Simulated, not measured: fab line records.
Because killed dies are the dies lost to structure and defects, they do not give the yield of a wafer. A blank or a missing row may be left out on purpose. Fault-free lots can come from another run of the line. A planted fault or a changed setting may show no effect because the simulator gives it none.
fab line records | flow sky130
record lots=9 | wafers=27 | last-day=50
route steps=708 shown VIA1@474 METAL2@485 PAD_OPEN@708
lots that met no fault: from a run of the same line without faults
start-h: start of the lot's first displayed wafer, in hours after the record's first day | wait-h: hours since the lot's step before | " identical to the entry in the row above | L1.1+2: one row covering several wafers at once | - no value present, or no start provided | * or withheld: withheld | < > ~ a bound
route shown NAME@n: NAME is a module with steps in the file, n the number in the route of the first one | usual: average and standard deviation across the fault-free wafers | same: alike in all rows | chamber/n: place in a boat | sites: the reading at each site | _std_site: the values' standard deviation | _edge_site: mean of outer sites minus mean of inner sites | radius-mm: for every site, how far away it sits from the centre of the wafer | mask NAME#n: copy n | behind: the tool/chamber that last shaped the wafer | hold: reason for holding the lot/hours on hold/outcome of the hold | device: whichever transistor did not switch (one of n, p or np) | end of line: the tests these same wafers got at the end of their route | for a step that has no rows: nothing shown but its recipe | killed: dies lost to structure and defects at the first sort, not the wafer's yield | map: a wafer's dies, marking killed ones x, the rest . and places with no die _
set.NAME: the setting that was run; set.NAME@STEP: the one run at that earlier step | model.NAME: the simulator's own value behind a step, which no gauge read
route steps across a sampled set of lots; one table per step, one row per wafer
services: the hour from which a tool's chamber was out of use, counted from the record's first day as start-h (under 0 if before that day), plus the number of hours and why
## steps
# step SKY_VIA1_STRIP_16
# recipe chemistry=O2/N2 | power-w=1400 | pressure-mtorr=1500 | platen-temp-c=withheld | o2-flow-sccm=3000 | n2-flow-sccm=300 | overash-fraction=0.5
# usual drypump-motor-current-A=5.4/0.35 | oes-product-au=0.416/0.0045 | strip-time-to-endpoint-s=4.459/0.026
# same overash-fraction=0.5
lot.wafer | tool            | chamber | start-h | wait-h | drypump-motor-current-A | oes-product-au | rf-hours-counter-h | strip-time-to-endpoint-s
L172.1    | plasma-asher-01 | 0       | 794.13  | 0.0    | 4.9                     | 0.415          | 4                  | 4.464
L172.4    | "               | 1       | "       | "      | 5.6                     | 0.425          | -                  | 4.511
L172.6    | "               | 1       | "       | "      | 5.7                     | 0.416          | -                  | 4.507
L173.3    | plasma-asher-04 | 1       | 795.50  | 0.1    | 5.2                     | 0.414          | -                  | 4.444
L173.5    | "               | 1       | "       | "      | 5.1                     | 0.405          | -                  | 4.444
L173.6    | "               | 0       | "       | "      | 5.7                     | 0.416          | -                  | 4.454
L175.1    | plasma-asher-04 | 0       | 816.96  | 0.0    | 5.6                     | 0.408          | 98                 | 4.479
L175.4    | "               | 1       | "       | "      | 5.1                     | 0.415          | -                  | 4.494
L175.6    | "               | 1       | "       | "      | 5.2                     | 0.418          | -                  | 4.478
L180.1    | plasma-asher-01 | 1       | 858.51  | 0.0    | 5.6                     | 0.420          | 11                 | 4.421
L180.5    | "               | 1       | "       | "      | 5.7                     | 0.413          | -                  | 4.452
L180.6    | "               | 0       | "       | "      | 4.9                     | 0.425          | -                  | 4.465
L183.1    | plasma-asher-04 | 1       | 860.08  | 0.0    | 5.1                     | 0.410          | 102                | 4.446
L183.4    | "               | 0       | "       | "      | 5.6                     | 0.410          | -                  | 4.401
L183.6    | "               | 0       | "       | "      | 5.6                     | 0.414          | -                  | 4.442
L186.2    | plasma-asher-01 | 1       | 908.91  | 0.0    | 5.6                     | 0.410          | 16                 | 4.430
L186.5    | "               | 1       | "       | "      | 5.6                     | 0.415          | -                  | 4.469
L186.6    | "               | 0       | "       | "      | 4.9                     | 0.417          | -                  | 4.465
L191.1    | plasma-asher-04 | 1       | 946.68  | 0.0    | 5.2                     | 0.413          | 110                | 4.423
L191.4    | "               | 1       | "       | "      | 5.2                     | 0.432          | -                  | 4.452
L191.5    | "               | 1       | "       | "      | 5.2                     | 0.416          | -                  | 4.431
L192.1    | plasma-asher-04 | 1       | 950.51  | 0.0    | 5.2                     | 0.414          | 111                | 4.450
L192.3    | "               | 1       | "       | "      | 5.1                     | 0.427          | -                  | 4.455
L192.6    | "               | 0       | "       | "      | 5.6                     | 0.418          | -                  | 4.462
L194.2    | plasma-asher-04 | 0       | 954.47  | 0.0    | 5.6                     | 0.419          | 111                | 4.412
L194.4    | "               | 1       | "       | "      | 5.2                     | 0.417          | -                  | 4.450
L194.6    | "               | 0       | "       | "      | 5.6                     | 0.420          | -                  | 4.420
# step SKY_VIA1_SPUTTER_20
# recipe material=TiN | target-thk-nm=20 | chamber-pressure-pa=5 | power-w=4000 | time-s=80
# usual cathode-dc-power-W=4000.2/0.69 | throttle-valve-pct=30.1/1.3
lot.wafer | tool           | chamber | start-h | wait-h | cathode-dc-power-W | throttle-valve-pct
L172.1    | pvd-sputter-03 | -       | 794.72  | 0.0    | 4000.0             | 29.9
L172.4    | "              | -       | "       | "      | 4000.5             | 31.1
L172.6    | "              | -       | "       | "      | 3999.9             | 29.9
L173.3    | pvd-sputter-01 | -       | 796.05  | 0.0    | 4000.1             | 27.2
L173.5    | "              | -       | "       | "      | 4000.4             | 32.0
L173.6    | "              | -       | "       | "      | 4000.5             | 30.6
L175.1    | pvd-sputter-04 | -       | 817.59  | 0.0    | 4002.0             | 29.7
L175.4    | "              | -       | "       | "      | 3999.7             | 30.7
L175.6    | "              | -       | "       | "      | 3998.9             | 29.5
L180.1    | pvd-sputter-01 | -       | 859.11  | 0.0    | 4000.5             | 30.1
L180.5    | "              | -       | "       | "      | 3999.6             | 30.4
L180.6    | "              | -       | "       | "      | 3999.9             | 31.9
L183.1    | pvd-sputter-03 | -       | 860.67  | 0.0    | 3999.1             | 30.8
L183.4    | "              | -       | "       | "      | 3999.9             | 31.2
L183.6    | "              | -       | "       | "      | 3999.9             | 31.0
L186.2    | pvd-sputter-01 | -       | 909.91  | 0.0    | 3999.2             | 30.7
L186.5    | "              | -       | "       | "      | 4000.2             | 30.4
L186.6    | "              | -       | "       | "      | 4000.2             | 32.0
L191.1    | pvd-sputter-01 | -       | 947.61  | 0.0    | 3999.6             | 32.1
L191.4    | "              | -       | "       | "      | 3999.9             | 30.1
L191.5    | "              | -       | "       | "      | 4000.1             | 30.7
L192.1    | pvd-sputter-03 | -       | 951.16  | 0.0    | 4000.0             | 30.0
L192.3    | "              | -       | "       | "      | 3999.6             | 31.1
L192.6    | "              | -       | "       | "      | 4000.0             | 30.9
L194.2    | pvd-sputter-01 | -       | 955.46  | 0.0    | 4000.7             | 27.1
L194.4    | "              | -       | "       | "      | 3999.4             | 30.8
L194.6    | "              | -       | "       | "      | 4000.7             | 27.1
# step SKY_METAL2_SPUTTER_02
# recipe material=AlCu | target-thk-nm=250 | power-w=10600 | time-s=13.3 | chamber-pressure-pa=0.4
# usual cathode-dc-power-W=10600/1.9 | throttle-valve-pct=30.2/0.72
lot.wafer | tool           | chamber | start-h | wait-h | cathode-dc-power-W | throttle-valve-pct
L172.1    | pvd-sputter-02 | -       | 795.40  | 0.0    | 10599              | 30.7
L172.4    | "              | -       | "       | "      | 10601              | 30.1
L172.6    | "              | -       | "       | "      | 10603              | 30.1
L173.3    | pvd-sputter-04 | -       | 796.74  | 0.0    | 10599              | 29.4
L173.5    | "              | -       | "       | "      | 10601              | 29.7
L173.6    | "              | -       | "       | "      | 10602              | 28.7
L175.1    | pvd-sputter-04 | -       | 818.50  | 0.0    | 10604              | 29.7
L175.4    | "              | -       | "       | "      | 10603              | 29.1
L175.6    | "              | -       | "       | "      | 10597              | 28.7
L180.1    | pvd-sputter-04 | -       | 859.79  | 0.0    | 9121.8             | 30.5
L180.5    | "              | -       | "       | "      | 9118.5             | 30.4
L180.6    | "              | -       | "       | "      | 9116.3             | 28.7
L183.1    | pvd-sputter-04 | -       | 861.35  | 0.0    | 9119.1             | 29.5
L183.4    | "              | -       | "       | "      | 9117.9             | 28.9
L183.6    | "              | -       | "       | "      | 9120.6             | 29.1
L186.2    | pvd-sputter-02 | -       | 910.60  | 0.0    | 10600              | 30.8
L186.5    | "              | -       | "       | "      | 10599              | 29.7
L186.6    | "              | -       | "       | "      | 10600              | 30.8
L191.1    | pvd-sputter-03 | -       | 948.29  | 0.0    | 10599              | 30.0
L191.4    | "              | -       | "       | "      | 10600              | 30.9
L191.5    | "              | -       | "       | "      | 10601              | 30.0
L192.1    | pvd-sputter-04 | -       | 952.14  | 0.0    | 10602              | 29.4
L192.3    | "              | -       | "       | "      | 10597              | 29.8
L192.6    | "              | -       | "       | "      | 10599              | 29.6
L194.2    | pvd-sputter-04 | -       | 956.14  | 0.0    | 10601              | 28.5
L194.4    | "              | -       | "       | "      | 10603              | 29.3
L194.6    | "              | -       | "       | "      | 10600              | 30.5
# step SKY_METAL2_RS_MEAS_05
# recipe thk-meas-gauge=four-point-probe | reads=TiN_of_METAL2_SPUTTER_04+Ti_of_METAL2_SPUTTER_03+AlCu_of_METAL2_SPUTTER_02+TiN_of_METAL2_SPUTTER_01+Ti_of_METAL2_SPUTTER_00
# usual METAL2_ALCU_RS=0.1266/0.0017
lot.wafer | tool          | chamber | start-h | wait-h | hold                     | METAL2_ALCU_RS[ohm/sq]
L172.1    | film-metro-02 | -       | 795.50  | 0.0    | -                        | 0.1269
L172.4    | "             | -       | "       | "      | -                        | 0.1304
L172.6    | "             | -       | "       | "      | -                        | 0.1255
L173.3    | film-metro-02 | -       | 796.87  | 0.1    | -                        | 0.1263
L173.5    | "             | -       | "       | "      | -                        | 0.1263
L173.6    | "             | -       | "       | "      | -                        | 0.1257
L175.1    | film-metro-02 | -       | 818.59  | 0.0    | -                        | 0.1267
L175.4    | "             | -       | "       | "      | -                        | 0.1248
L175.6    | "             | -       | "       | "      | -                        | 0.1257
L180.1    | film-metro-03 | -       | 859.88  | 0.0    | await-dispo/0.2h/release | 0.1482
L180.5    | "             | -       | "       | "      | await-dispo/0.2h/release | 0.1476
L180.6    | "             | -       | "       | "      | await-dispo/0.2h/release | 0.1472
L180.1    | film-metro-03 | -       | 860.17  | 0.3    | -                        | 0.1482
L180.5    | "             | -       | "       | "      | -                        | 0.1476
L180.6    | "             | -       | "       | "      | -                        | 0.1474
L183.1    | film-metro-03 | -       | 861.44  | 0.0    | await-dispo/0.2h/release | 0.1467
L183.4    | "             | -       | "       | "      | await-dispo/0.2h/release | 0.1482
L183.6    | "             | -       | "       | "      | await-dispo/0.2h/release | 0.1450
L183.1    | film-metro-03 | -       | 861.73  | 0.3    | -                        | 0.1461
L183.4    | "             | -       | "       | "      | -                        | 0.1482
L183.6    | "             | -       | "       | "      | -                        | 0.1448
L186.2    | film-metro-03 | -       | 910.71  | 0.0    | -                        | 0.1272
L186.5    | "             | -       | "       | "      | -                        | 0.1282
L186.6    | "             | -       | "       | "      | -                        | 0.1256
L191.1    | film-metro-02 | -       | 948.38  | 0.0    | -                        | 0.1268
L191.4    | "             | -       | "       | "      | -                        | 0.1299
L191.5    | "             | -       | "       | "      | -                        | 0.1295
L192.1    | film-metro-01 | -       | 952.23  | 0.0    | -                        | 0.1222
L192.3    | "             | -       | "       | "      | -                        | 0.1231
L192.6    | "             | -       | "       | "      | -                        | 0.1237
L194.2    | film-metro-02 | -       | 956.25  | 0.0    | -                        | 0.1246
L194.4    | "             | -       | "       | "      | -                        | 0.1259
L194.6    | "             | -       | "       | "      | -                        | 0.1261
# step SKY_METAL2_THK_MEAS_06
# recipe thk-meas-gauge=xrf | reads=AlCu_of_METAL2_SPUTTER_02
# usual METAL2_ALCU_THK=254/3.6
lot.wafer | tool          | chamber | start-h | wait-h | hold                     | METAL2_ALCU_THK[nm]
L172.1    | film-metro-02 | -       | 795.62  | 0.1    | -                        | 251
L172.4    | "             | -       | "       | "      | -                        | 245
L172.6    | "             | -       | "       | "      | -                        | 253
L173.3    | film-metro-02 | -       | 796.97  | 0.1    | -                        | 252
L173.5    | "             | -       | "       | "      | -                        | 251
L173.6    | "             | -       | "       | "      | -                        | 253
L175.1    | film-metro-02 | -       | 818.71  | 0.1    | -                        | 254
L175.4    | "             | -       | "       | "      | -                        | 257
L175.6    | "             | -       | "       | "      | -                        | 255
L180.1    | film-metro-03 | -       | 861.68  | 1.5    | await-dispo/0.2h/release | 217
L180.5    | "             | -       | "       | "      | await-dispo/0.2h/release | 220
L180.6    | "             | -       | "       | "      | await-dispo/0.2h/release | 222
L180.1    | film-metro-03 | -       | 861.91  | 0.2    | -                        | 219
L180.5    | "             | -       | "       | "      | -                        | 219
L180.6    | "             | -       | "       | "      | -                        | 220
L183.1    | film-metro-03 | -       | 867.08  | 5.3    | await-dispo/0.2h/release | 222
L183.4    | "             | -       | "       | "      | await-dispo/0.2h/release | 218
L183.6    | "             | -       | "       | "      | await-dispo/0.2h/release | 224
L183.1    | film-metro-03 | -       | 867.30  | 0.2    | -                        | 223
L183.4    | "             | -       | "       | "      | -                        | 220
L183.6    | "             | -       | "       | "      | -                        | 224
L186.2    | film-metro-03 | -       | 910.82  | 0.1    | -                        | 255
L186.5    | "             | -       | "       | "      | -                        | 250
L186.6    | "             | -       | "       | "      | -                        | 256
L191.1    | film-metro-02 | -       | 948.50  | 0.1    | -                        | 255
L191.4    | "             | -       | "       | "      | -                        | 250
L191.5    | "             | -       | "       | "      | -                        | 249
L192.1    | film-metro-01 | -       | 952.35  | 0.1    | -                        | 262
L192.3    | "             | -       | "       | "      | -                        | 262
L192.6    | "             | -       | "       | "      | -                        | 260
L194.2    | film-metro-02 | -       | 956.36  | 0.1    | -                        | 259
L194.4    | "             | -       | "       | "      | -                        | 257
L194.6    | "             | -       | "       | "      | -                        | 253
# step SKY_METAL2_CD_MEAS_15
# recipe target-cd-nm=140
# usual cd-nm=140.0/1.9
lot.wafer | tool      | chamber | start-h | wait-h | cd-nm
L172.1    | cd-sem-01 | -       | 822.53  | -      | 142.3
L172.4    | "         | -       | "       | "      | 140.2
L172.6    | "         | -       | "       | "      | 141.8
L173.3    | cd-sem-01 | -       | 823.66  | -      | 137.8
L173.5    | "         | -       | "       | "      | 136.8
L173.6    | "         | -       | "       | "      | 137.2
L175.1    | cd-sem-01 | -       | 845.22  | -      | 141.2
L175.4    | "         | -       | "       | "      | 141.0
L175.6    | "         | -       | "       | "      | 139.5
L180.1    | cd-sem-02 | -       | 885.97  | -      | 142.1
L180.5    | "         | -       | "       | "      | 141.5
L180.6    | "         | -       | "       | "      | 141.6
L183.1    | cd-sem-02 | -       | 887.53  | -      | 141.9
L183.4    | "         | -       | "       | "      | 140.8
L183.6    | "         | -       | "       | "      | 140.7
L186.2    | cd-sem-01 | -       | 935.54  | -      | 139.5
L186.5    | "         | -       | "       | "      | 139.4
L186.6    | "         | -       | "       | "      | 141.1
L191.1    | cd-sem-01 | -       | 972.27  | -      | 138.0
L191.4    | "         | -       | "       | "      | 136.6
L191.5    | "         | -       | "       | "      | 140.2
L192.1    | cd-sem-02 | -       | 975.72  | -      | 136.7
L192.3    | "         | -       | "       | "      | 139.3
L192.6    | "         | -       | "       | "      | 137.4
L194.2    | cd-sem-02 | -       | 980.55  | -      | 138.5
L194.4    | "         | -       | "       | "      | 138.2
L194.6    | "         | -       | "       | "      | 137.8
# step SKY_METAL2_METAL_ETCH_19
# recipe target-depth-a=3600 | stop-on=SiO2 | over-etch-frac=0.3 | time-s=78 | chemistry=Cl2/BCl3 | resist-sidewall-deg=88 | pressure-mtorr=10 | icp-w=900 | bias-w=48.5 | Cl2_flow_sccm=60 | bcl3-flow-sccm=30
# usual drypump-motor-current-A=5.8/0.54 | oes-product-au=0.854/0.0063 | throttle-valve-pct=22.265/0.0089
lot.wafer | tool         | chamber | start-h | wait-h | drypump-motor-current-A | oes-product-au | rf-hours-counter-h | throttle-valve-pct
L172.1    | rie-metal-02 | 0       | 822.78  | 0.0    | 6.7                     | 0.858          | 6                  | 22.273
L172.4    | "            | 1       | "       | "      | 5.8                     | 0.839          | -                  | 22.248
L172.6    | "            | 0       | "       | "      | 6.7                     | 0.857          | -                  | 22.272
L173.3    | rie-metal-04 | 0       | 823.90  | 0.1    | 5.3                     | 0.853          | -                  | 22.264
L173.5    | "            | 0       | "       | "      | 5.3                     | 0.861          | -                  | 22.269
L173.6    | "            | 1       | "       | "      | 6.1                     | 0.854          | -                  | 22.268
L175.1    | rie-metal-03 | 0       | 845.47  | 0.0    | 5.1                     | 0.858          | 9                  | 22.267
L175.4    | "            | 0       | "       | "      | 5.1                     | 0.856          | -                  | 22.256
L175.6    | "            | 1       | "       | "      | 5.9                     | 0.862          | -                  | 22.280
L180.1    | rie-metal-02 | 0       | 886.22  | 0.0    | 6.7                     | 0.828          | 8                  | 22.272
L180.5    | "            | 0       | "       | "      | 6.7                     | 0.837          | -                  | 22.262
L180.6    | "            | 1       | "       | "      | 5.8                     | 0.835          | -                  | 22.271
L183.1    | rie-metal-03 | 1       | 887.78  | 0.0    | 5.9                     | 0.833          | 6                  | 22.269
L183.4    | "            | 1       | "       | "      | 6.0                     | 0.834          | -                  | 22.274
L183.6    | "            | 0       | "       | "      | 5.1                     | 0.840          | -                  | 22.259
L186.2    | rie-metal-02 | 1       | 935.77  | 0.0    | 5.8                     | 0.860          | 6                  | 22.262
L186.5    | "            | 0       | "       | "      | 6.8                     | 0.851          | -                  | 22.263
L186.6    | "            | 1       | "       | "      | 5.8                     | 0.865          | -                  | 22.254
L191.1    | rie-metal-03 | 1       | 972.52  | 0.0    | 6.0                     | 0.858          | 9                  | 22.261
L191.4    | "            | 0       | "       | "      | 5.1                     | 0.838          | -                  | 22.254
L191.5    | "            | 0       | "       | "      | 5.1                     | 0.847          | -                  | 22.261
L192.1    | rie-metal-02 | 1       | 975.97  | 0.0    | 5.8                     | 0.849          | 9                  | 22.269
L192.3    | "            | 0       | "       | "      | 6.7                     | 0.862          | -                  | 22.266
L192.6    | "            | 1       | "       | "      | 5.8                     | 0.856          | -                  | 22.270
L194.2    | rie-metal-02 | 0       | 980.78  | 0.0    | 6.7                     | 0.856          | 14                 | 22.270
L194.4    | "            | 0       | "       | "      | 6.7                     | 0.854          | -                  | 22.265
L194.6    | "            | 1       | "       | "      | 5.8                     | 0.859          | -                  | 22.258
# step SKY_PAD_OPEN_PROBE_99
# usual defect-limited-yield=82.6/1.9 | killed_at_M0_to_M3=43/7.2 | killed_at_M4_up=3.5/2 | killed-at-contacts=24/5.2 | killed-at-front-end=15/4.4 | killed-at-other=0.2/0.48 | killed-dies=85/9.4 | killed-open=46/7.3 | killed-short=39/6.1 | sort_bin_3_pad_short=0.8/0.37 | sort_bin_5_function=10.2/1.4 | sort_bin_6_memory=6.3/1.1 | sort-n-pass=407/9.4 | sort-yield-pct=82.6/1.9
# same gross-dies=492 | killed-at-back-side=0 | sort_bin_4_leakage[%]=0 | sort_bin_8_speed[%]=0
lot.wafer | tool      | chamber | start-h | wait-h | defect-limited-yield[%] | killed_at_M0_to_M3 | killed_at_M4_up | killed-at-contacts | killed-at-front-end | killed-at-other | killed-dies | killed-open | killed-short | sort_bin_3_pad_short[%] | sort_bin_5_function[%] | sort_bin_6_memory[%] | sort-n-pass | sort-yield-pct[%]
L172.1    | prober-02 | -       | 1081.22 | 0.1    | 80.9                    | 51                 | 4               | 27                 | 12                  | 0               | 94          | 52          | 42           | 1.0                     | 12.2                   | 5.9                  | 398         | 80.9
L172.4    | prober-02 | -       | 1081.37 | 0.2    | 82.9                    | 35                 | 2               | 32                 | 15                  | 0               | 84          | 50          | 33           | 0.8                     | 8.5                    | 7.7                  | 408         | 82.9
L172.6    | prober-02 | -       | 1081.47 | 0.2    | 82.9                    | 46                 | 1               | 22                 | 15                  | 0               | 84          | 42          | 42           | 0                       | 8.5                    | 8.5                  | 408         | 82.9
L175.1    | prober-02 | -       | 1099.22 | 0.1    | 88.2                    | 23                 | 4               | 13                 | 18                  | 0               | 58          | 26          | 32           | 0.6                     | 7.5                    | 3.7                  | 434         | 88.2
L175.4    | prober-02 | -       | 1099.37 | 0.2    | 83.5                    | 25                 | 8               | 27                 | 20                  | 1               | 81          | 34          | 47           | 0.8                     | 9.8                    | 5.9                  | 411         | 83.5
L175.6    | prober-02 | -       | 1099.47 | 0.2    | 85.8                    | 41                 | 4               | 18                 | 7                   | 0               | 70          | 37          | 33           | 0.6                     | 8.3                    | 5.3                  | 422         | 85.8
L180.1    | prober-01 | -       | 1127.15 | 0.1    | 82.9                    | 49                 | 1               | 21                 | 13                  | 0               | 84          | 44          | 40           | 0.6                     | 11.0                   | 5.5                  | 408         | 82.9
L180.5    | prober-01 | -       | 1127.35 | 0.2    | 84.3                    | 44                 | 3               | 16                 | 14                  | 0               | 77          | 33          | 44           | 0.4                     | 7.9                    | 7.3                  | 415         | 84.3
L180.6    | prober-01 | -       | 1127.40 | 0.2    | 83.9                    | 48                 | 1               | 16                 | 14                  | 0               | 79          | 41          | 38           | 1.0                     | 9.8                    | 5.3                  | 413         | 83.9
L186.2    | prober-01 | -       | 1163.24 | 0.1    | 85.4                    | 39                 | 5               | 17                 | 10                  | 1               | 72          | 38          | 34           | 0.4                     | 8.9                    | 5.3                  | 420         | 85.4
L186.5    | prober-01 | -       | 1163.39 | 0.2    | 81.9                    | 45                 | 2               | 26                 | 16                  | 0               | 89          | 47          | 42           | 0.8                     | 10.6                   | 6.7                  | 403         | 81.9
L186.6    | prober-01 | -       | 1163.44 | 0.2    | 81.5                    | 58                 | 1               | 20                 | 12                  | 0               | 91          | 56          | 35           | 1.0                     | 11.4                   | 6.1                  | 401         | 81.5
L191.1    | prober-02 | -       | 1187.74 | 0.1    | 82.9                    | 42                 | 2               | 27                 | 13                  | 0               | 84          | 43          | 41           | 0.4                     | 9.8                    | 6.9                  | 408         | 82.9
L191.4    | prober-02 | -       | 1187.89 | 0.2    | 83.5                    | 41                 | 2               | 23                 | 15                  | 0               | 81          | 46          | 35           | 1.0                     | 9.8                    | 5.7                  | 411         | 83.5
L191.5    | prober-02 | -       | 1187.94 | 0.2    | 82.3                    | 40                 | 5               | 28                 | 14                  | 0               | 87          | 52          | 35           | 1.8                     | 9.6                    | 6.3                  | 405         | 82.3
L192.1    | prober-02 | -       | 1192.27 | 0.1    | 81.9                    | 39                 | 5               | 28                 | 16                  | 1               | 89          | 44          | 45           | 1.6                     | 11.0                   | 5.5                  | 403         | 81.9
L192.3    | prober-02 | -       | 1192.37 | 0.2    | 81.1                    | 51                 | 4               | 27                 | 11                  | 0               | 93          | 57          | 36           | 0.8                     | 11.6                   | 6.5                  | 399         | 81.1
L192.6    | prober-02 | -       | 1192.52 | 0.2    | 84.3                    | 29                 | 6               | 30                 | 12                  | 0               | 77          | 46          | 31           | 0.4                     | 7.9                    | 7.3                  | 415         | 84.3
# killed by level:class
L172.1 VIA1:geometric-particle:open=13 VIA3:geometric-particle:open=10 METAL1:geometric-particle:short=9 LI_CONTACT:geometric-particle:open=8 CONTACT:geometric-particle:open=8 VIA1:geometric-particle:short=7 LOCAL_INTERCONNECT:geometric-particle:short=5 VIA2:geometric-particle:open=4
L172.4 CONTACT:geometric-particle:open=12 LI_CONTACT:geometric-particle:open=8 VIA1:geometric-particle:open=8 VIA3:geometric-particle:open=8 FIELD_ISO:geometric-particle:short=5 CONTACT:geometric-particle:short=4 VIA1:geometric-particle:short=4 METAL2:geometric-particle:short=4
L172.6 VIA1:geometric-particle:open=13 LI_CONTACT:geometric-particle:open=8 METAL2:geometric-particle:short=7 LOCAL_INTERCONNECT:geometric-particle:short=5 METAL1:geometric-particle:short=5 VIA3:geometric-particle:open=5 FIELD_ISO:geometric-particle:short=4 VIA2:geometric-particle:open=4
L175.1 VIA1:geometric-particle:open=6 LI_CONTACT:geometric-particle:open=5 METAL1:geometric-particle:open=4 FIELD_ISO:geometric-particle:short=3 FIELD_ISO:geometric-particle:open=3 POLY_GATE:geometric-particle:short=3 POLY_CUT:geometric-particle:short=3 CONTACT:geometric-particle:short=3
L175.4 CONTACT:geometric-particle:open=8 FIELD_ISO:geometric-particle:short=7 LOCAL_INTERCONNECT:geometric-particle:short=7 METAL4:geometric-particle:short=5 LI_CONTACT:geometric-particle:open=4 CONTACT:geometric-particle:short=4 VIA1:geometric-particle:short=4 METAL2:geometric-particle:short=4
L175.6 CONTACT:geometric-particle:open=10 VIA2:geometric-particle:open=8 VIA1:geometric-particle:open=7 VIA3:geometric-particle:open=7 METAL2:geometric-particle:short=6 METAL3:geometric-particle:short=4 LOCAL_INTERCONNECT:geometric-particle:short=3 CONTACT:geometric-particle:short=3
L180.1 VIA1:geometric-particle:open=9 CONTACT:geometric-particle:open=9 VIA1:geometric-particle:short=9 VIA3:geometric-particle:open=7 LI_CONTACT:geometric-particle:open=6 METAL1:geometric-particle:short=6 VIA2:geometric-particle:short=6 VIA2:geometric-particle:open=5
L180.5 METAL1:geometric-particle:short=8 VIA1:geometric-particle:open=8 METAL2:geometric-particle:short=7 CONTACT:geometric-particle:open=6 VIA2:geometric-particle:open=5 FIELD_ISO:geometric-particle:short=4 POLY_GATE:geometric-particle:short=4 VIA2:geometric-particle:short=4
L180.6 VIA1:geometric-particle:open=11 CONTACT:geometric-particle:open=7 METAL1:geometric-particle:short=6 METAL2:geometric-particle:short=6 VIA2:geometric-particle:open=6 FIELD_ISO:geometric-particle:short=5 LI_CONTACT:geometric-particle:open=5 VIA3:geometric-particle:open=5
L186.2 VIA1:geometric-particle:open=9 CONTACT:geometric-particle:open=7 LOCAL_INTERCONNECT:geometric-particle:short=6 METAL1:geometric-particle:short=5 METAL2:geometric-particle:short=5 VIA2:geometric-particle:open=5 POLY_GATE:geometric-particle:open=4 VIA3:geometric-particle:open=4
L186.5 VIA1:geometric-particle:open=9 LI_CONTACT:geometric-particle:open=8 CONTACT:geometric-particle:open=7 VIA1:geometric-particle:short=7 VIA3:geometric-particle:open=7 POLY_GATE:geometric-particle:open=5 CONTACT:geometric-particle:short=5 FIELD_ISO:geometric-particle:short=4
L186.6 VIA1:geometric-particle:open=20 VIA3:geometric-particle:open=9 CONTACT:geometric-particle:open=7 CONTACT:geometric-particle:short=6 VIA2:geometric-particle:open=6 FIELD_ISO:geometric-particle:short=5 METAL1:geometric-particle:short=5 VIA1:geometric-particle:short=4
L191.1 VIA1:geometric-particle:open=12 CONTACT:geometric-particle:open=8 METAL2:geometric-particle:short=8 LI_CONTACT:geometric-particle:open=6 LOCAL_INTERCONNECT:geometric-particle:short=6 VIA3:geometric-particle:open=5 FIELD_ISO:geometric-particle:open=4 VIA2:geometric-particle:open=4
L191.4 LI_CONTACT:geometric-particle:open=11 VIA1:geometric-particle:open=9 FIELD_ISO:geometric-particle:short=7 VIA1:geometric-particle:short=6 CONTACT:geometric-particle:open=6 VIA3:geometric-particle:open=6 VIA3:geometric-particle:short=5 METAL1:geometric-particle:short=4
L191.5 VIA1:geometric-particle:open=15 LI_CONTACT:geometric-particle:open=8 CONTACT:geometric-particle:open=8 VIA3:geometric-particle:open=5 CONTACT:geometric-particle:short=5 METAL4:geometric-particle:short=5 LOCAL_INTERCONNECT:geometric-particle:short=4 METAL2:geometric-particle:short=4
L192.1 CONTACT:geometric-particle:open=10 LOCAL_INTERCONNECT:geometric-particle:short=9 VIA1:geometric-particle:open=8 VIA2:geometric-particle:open=7 POLY_GATE:geometric-particle:short=4 CONTACT:geometric-particle:short=4 METAL2:geometric-particle:short=4 VIA3:geometric-particle:open=4
L192.3 VIA1:geometric-particle:open=14 LI_CONTACT:geometric-particle:open=10 VIA3:geometric-particle:open=10 METAL1:geometric-particle:short=6 FIELD_ISO:geometric-particle:open=5 CONTACT:geometric-particle:open=5 VIA2:geometric-particle:open=5 LI_CONTACT:geometric-particle:short=4
L192.6 CONTACT:geometric-particle:open=17 VIA1:geometric-particle:open=6 LI_CONTACT:geometric-particle:open=5 METAL2:geometric-particle:short=5 LOCAL_INTERCONNECT:geometric-particle:short=4 CONTACT:geometric-particle:short=4 VIA3:geometric-particle:open=4 VIA2:geometric-particle:open=4
## services
tool            | chamber | start-h | hours | kind
rie-metal-02    | 1       | 779.11  | -     | clean
rie-metal-02    | 1       | 779.11  | 26.7  | scheduled-down
rie-metal-02    | 1       | 779.11  | 26.7  | vent-cycle
rie-metal-04    | 1       | 782.99  | 12.2  | repair
pvd-sputter-04  | 1       | 793.37  | -     | consumable-replace:kit
pvd-sputter-04  | 1       | 793.37  | 18.0  | scheduled-down
pvd-sputter-04  | 1       | 793.37  | 18.0  | vent-cycle
pvd-sputter-02  | -       | 805.55  | 1.1   | repair
pvd-sputter-03  | -       | 838.63  | 10.0  | repair
plasma-asher-01 | -       | 846.42  | 2.8   | pm
pvd-sputter-02  | -       | 878.85  | 3.7   | repair
pvd-sputter-01  | -       | 885.11  | 7.9   | repair
pvd-sputter-04  | -       | 886.72  | 13.6  | repair
plasma-asher-04 | -       | 890.24  | 4.4   | repair
pvd-sputter-03  | -       | 894.37  | 1.4   | repair
pvd-sputter-03  | -       | 895.22  | 1.1   | repair
pvd-sputter-01  | -       | 921.14  | 2.2   | repair
pvd-sputter-02  | -       | 942.10  | 84.7  | repair
rie-metal-03    | -       | 945.62  | 1.4   | pm
rie-metal-03    | -       | 947.72  | 14.6  | pm
pvd-sputter-04  | -       | 961.59  | 1.0   | repair
pvd-sputter-04  | 0       | 968.50  | -     | consumable-replace:kit
pvd-sputter-04  | 0       | 968.50  | 18.0  | scheduled-down
pvd-sputter-04  | 0       | 968.50  | 18.0  | vent-cycle
## key
first-sign step=SKY_METAL2_SPUTTER_02 | reading=cathode-dc-power-W | direction=down | sigmas=99+ | usual=10600 | struck=9119.0
effect step=SKY_METAL2_RS_MEAS_05 | reading=visit | direction=added
effect step=SKY_METAL2_RS_MEAS_05 | reading=METAL2_ALCU_RS | direction=up | sigmas=12 | usual=0.1266 | struck=0.1472
effect step=SKY_METAL2_THK_MEAS_06 | reading=visit | direction=added
effect step=SKY_METAL2_THK_MEAS_06 | reading=METAL2_ALCU_THK | direction=down | sigmas=9.2 | usual=254 | struck=221
effect step=SKY_METAL2_METAL_ETCH_19 | reading=oes-product-au | direction=down | sigmas=3.1 | usual=0.854 | struck=0.835
met-at SKY_METAL2_SPUTTER_02
struck-lots L180,L183
not-acting-at SKY_VIA1_STRIP_16,SKY_VIA1_SPUTTER_20,SKY_METAL2_CD_MEAS_15
onset-between 818.50 859.79
fault kind=process-parameter-drift | tool=pvd-sputter-04 | chamber=- | onset-h=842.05 | steps=SKY_METAL2_SPUTTER_02 | channel=power-w | offset=* | shape=step | end-h=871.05 | acts-in=* | stated=*
